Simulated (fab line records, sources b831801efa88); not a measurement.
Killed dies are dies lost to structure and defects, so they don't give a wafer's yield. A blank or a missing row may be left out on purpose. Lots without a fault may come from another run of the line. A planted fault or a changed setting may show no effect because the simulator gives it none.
A struck lot beside a sound one | flow sfq_line | 14 steps out of a route of 325
Sound: wafers L849.1, L849.5, L849.6. Struck: wafer L838.4. (L838.2, L838.6 of the same lot were not struck and are left out.) The cause comes at the end.
At each step with rows: each side's tool, then ch and its chambers, then its first start. Under that, the readings that differ: sound wafers | struck wafers | difference of the means | sigmas: that difference in standard deviations of wafers without a fault.
alike: readings whose means differ by less than 2 such deviations, and words and numbers that are the same on both sides. not compared: withheld readings, readings that some wafer has no value for, bounds like >300 that may hide the same value, and numbers for which the record gives no deviation and whose values overlap.
The two part at a step that has a row with sigmas, a row that says differs or no value, or rows on one side only. Numbers that don't overlap but have no deviation are shown without sigmas and don't part them. A reading that every wafer of one side lacks parts them only if that side has two wafers or more.

SFQ_TRILAYER_I7_VIA_ETCH_VIA_ETCH_190: etches SiO2 in CHF3, stops on Nb, target depth 260 nm.
  sound on rie_diel-01 ch 1,2, day 75 18:55; struck on rie_diel-02 ch 0, day 72 13:59
  alike: drypump_motor_current_A, oes_product_au
SFQ_TRILAYER_I7_VIA_STRIP_STRIP_191: strips in O2.
  sound on rie_metal-01 ch 0,1, day 75 19:01; struck on rie_metal-01 ch 0, day 72 14:06
  alike: drypump_motor_current_A, oes_product_au
  not compared: rf_hours_counter_h
then, 8 steps without rows for these wafers: SFQ_TRILAYER_I7_VIA_STRIP_SOLV_CLEAN_192 (cleans in NMP, time 600 s); SFQ_TRILAYER_M8_LITHO_LOR_COAT_197; SFQ_TRILAYER_M8_LITHO_LOR_BAKE_198; SFQ_TRILAYER_M8_LITHO_COAT_193 (resist thk 600 nm); SFQ_TRILAYER_M8_LITHO_SOFTBAKE_199; SFQ_TRILAYER_M8_LITHO_EXPOSE_194 (exposes mask M8, target cd 2000 nm); SFQ_TRILAYER_M8_LITHO_PEB_196 (peb time 60 s); SFQ_TRILAYER_M8_LITHO_DEVELOP_195 (img clear 15 s, time 55 s).
-- the record jumps here: 5 days lie between the struck wafers' starts before and after --
SFQ_M8_OVL_MEAS_948:
  sound on overlay-01, day 79 21:56; struck on overlay-01, day 77 03:54
  alike: M8_OVL
then, 1 step without rows for these wafers: SFQ_TRILAYER_M8_DEP_EVAP_197 (material Ti, target thk 20 nm, time 100 s).
SFQ_TRILAYER_M8_DEP_EVAP_198: material Pt, target thk 50 nm, time 250 s.
  sound on pvd_sputter-01, day 79 22:03; struck on pvd_sputter-02, day 77 04:00
  reading                                          | sound             | struck | difference | sigmas
  model.Pt_of_TRILAYER_M8_DEP_EVAP_198.thk_nm (nm) | 50.42 50.09 50.45 | 56.48  | +6.16      |
then, 1 step without rows for these wafers: SFQ_TRILAYER_M8_DEP_EVAP_196 (material Au, target thk 180 nm, time 900 s).

WHERE THEY PART
Nowhere in this record.

WHY: what the simulator had put in
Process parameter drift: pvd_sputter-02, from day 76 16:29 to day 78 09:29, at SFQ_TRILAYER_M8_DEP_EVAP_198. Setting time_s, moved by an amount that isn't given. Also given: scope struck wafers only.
